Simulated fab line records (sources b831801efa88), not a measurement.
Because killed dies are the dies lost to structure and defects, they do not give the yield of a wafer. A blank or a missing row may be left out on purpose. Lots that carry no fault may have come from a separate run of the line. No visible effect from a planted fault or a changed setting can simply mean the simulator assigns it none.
Which of the tools did it? || flow sky130 || 7 lots (21 wafers sampled), 1 step of a 708-step route

== WHAT THE GAUGES READ, wafer by wafer ==
SKY_SONOS_ONO_THK_MEAS_05.
{"lot": "L521", "measured": "day 12 19:22", "on": "film metro-01", "SONOS_ONO_CVD_04_THK (nm)": "5.40 5.33 5.40"}
{"lot": "L524", "measured": "day 13 13:54", "on": "film metro-01", "SONOS_ONO_CVD_04_THK (nm)": "5.34 5.36 5.30"}
{"lot": "L531", "measured": "day 16 05:22", "on": "film metro-03", "SONOS_ONO_CVD_04_THK (nm)": "5.33 5.18 5.27"}
{"lot": "L533", "measured": "day 16 14:32", "on": "film metro-02", "SONOS_ONO_CVD_04_THK (nm)": "5.41 5.36 5.45"}
{"lot": "L536", "measured": "day 17 16:58", "on": "film metro-03", "SONOS_ONO_CVD_04_THK (nm)": "5.60 5.52 5.46"}
{"lot": "L538", "measured": "day 18 13:26", "on": "film metro-03", "SONOS_ONO_CVD_04_THK (nm)": "5.31 5.38 5.34"}
{"lot": "L540", "measured": "day 19 01:59", "on": "film metro-03", "SONOS_ONO_CVD_04_THK (nm)": "5.59 5.65 5.74"}

== WHAT TOOL EACH LOT RAN ON (gives the tool, then ch and the chambers of the sampled wafers, and finally the start) ==
No process step before these readings appears in the record.

== THE ANSWER, worked out from the rows above alone ==
Rule: the usual values come from the lots themselves. The widest of any qualifying gaps counts: lots, ordered by their means at a reading, are off when they make up no more than a third of the lots, leave a main group of 4 or more, and stand apart from it by 3 or more times the standard deviation of that group's means. Not used: any main group whose means are identical at the precision the tables above print for the reading. Also off: a lot with no number at a reading for which 4 or more lots have one. All remaining lots with rows at the step are treated as sound.
Nothing can be told from this: no lot is off at any reading shown.

== WHAT THE SIMULATOR HAD PUT IN ==
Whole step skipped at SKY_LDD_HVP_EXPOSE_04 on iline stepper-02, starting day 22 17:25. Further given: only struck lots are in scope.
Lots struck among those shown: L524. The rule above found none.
